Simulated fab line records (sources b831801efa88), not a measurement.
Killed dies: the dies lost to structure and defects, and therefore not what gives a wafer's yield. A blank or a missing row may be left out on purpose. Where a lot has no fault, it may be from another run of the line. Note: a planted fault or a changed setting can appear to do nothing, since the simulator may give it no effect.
Which tool did it? -- flow sky130 -- Sampling: 12 lots, 36 wafers, 2 of 708 route steps

WHAT THE GAUGES SHOWED, per wafer
SKY_CONTACT_THK_MEAS_03.
lot,measured,on,CONTACT_HDPCVD_THK (nm)
L075,day 30 16:40,film-metro-01,574 576 568
L077,day 31 11:25,film-metro-03,564 563 564
L079,day 32 11:26,film-metro-01,571 572 572
L082,day 33 19:23,film-metro-03,565 552 562
L084,day 33 22:05,film-metro-01,573 563 558
L085,day 34 03:33,film-metro-01,565 574 578
L087,day 34 15:58,film-metro-03,562 562 565
L089,day 35 03:11,film-metro-03,578 581 568
L091,day 35 21:38,film-metro-02,572 563 575
L093,day 36 08:34,film-metro-01,576 567 573
L095,day 36 22:47,film-metro-02,552 562 552
L097,day 37 12:49,film-metro-02,568 558 567

WHICH TOOL RAN EACH LOT (tool, then ch and the chambers of the sampled wafers, then the start)
lot,SKY_LOCAL_INTERCONNECT_STRIP_15
L075,"plasma-asher-01 ch 0,1, day 30 15:55"
L077,"plasma-asher-01 ch 0,1, day 31 10:24"
L079,"plasma-asher-03 ch 0,1, day 32 10:38"
L082,"plasma-asher-01 ch 0,1, day 33 18:34"
L084,"plasma-asher-02 ch 0,1, day 33 21:20"
L085,"plasma-asher-01 ch 0,1, day 34 02:45"
L087,"plasma-asher-03 ch 0,1, day 34 15:12"
L089,"plasma-asher-02 ch 0,1, day 35 02:26"
L091,"plasma-asher-02 ch 0,1, day 35 20:52"
L093,"plasma-asher-02 ch 1, day 36 07:49"
L095,"plasma-asher-02 ch 0,1, day 36 22:01"
L097,"plasma-asher-01 ch 0,1, day 37 12:03"
- SKY_LOCAL_INTERCONNECT_STRIP_15: strips in O2/N2.

THE ANSWER, worked out from the rows above alone
Rule: what is usual is taken from the lots themselves. Put in order of their means at a reading, lots are off if they are a third of the lots or fewer, leave a main group of 4 or more, and stand apart from it by a gap of 3 or more times the standard deviation of the main group's means; of several such gaps the widest counts. If all means in a main group match to the digits the tables above print for the reading, that group is not used. Also off: a lot with no number at a reading for which 4 or more lots have one. The other lots that the step has rows for count as sound.
No lot is off at any reading shown: from this, nothing can be told.

WHAT THE SIMULATOR PUT IN
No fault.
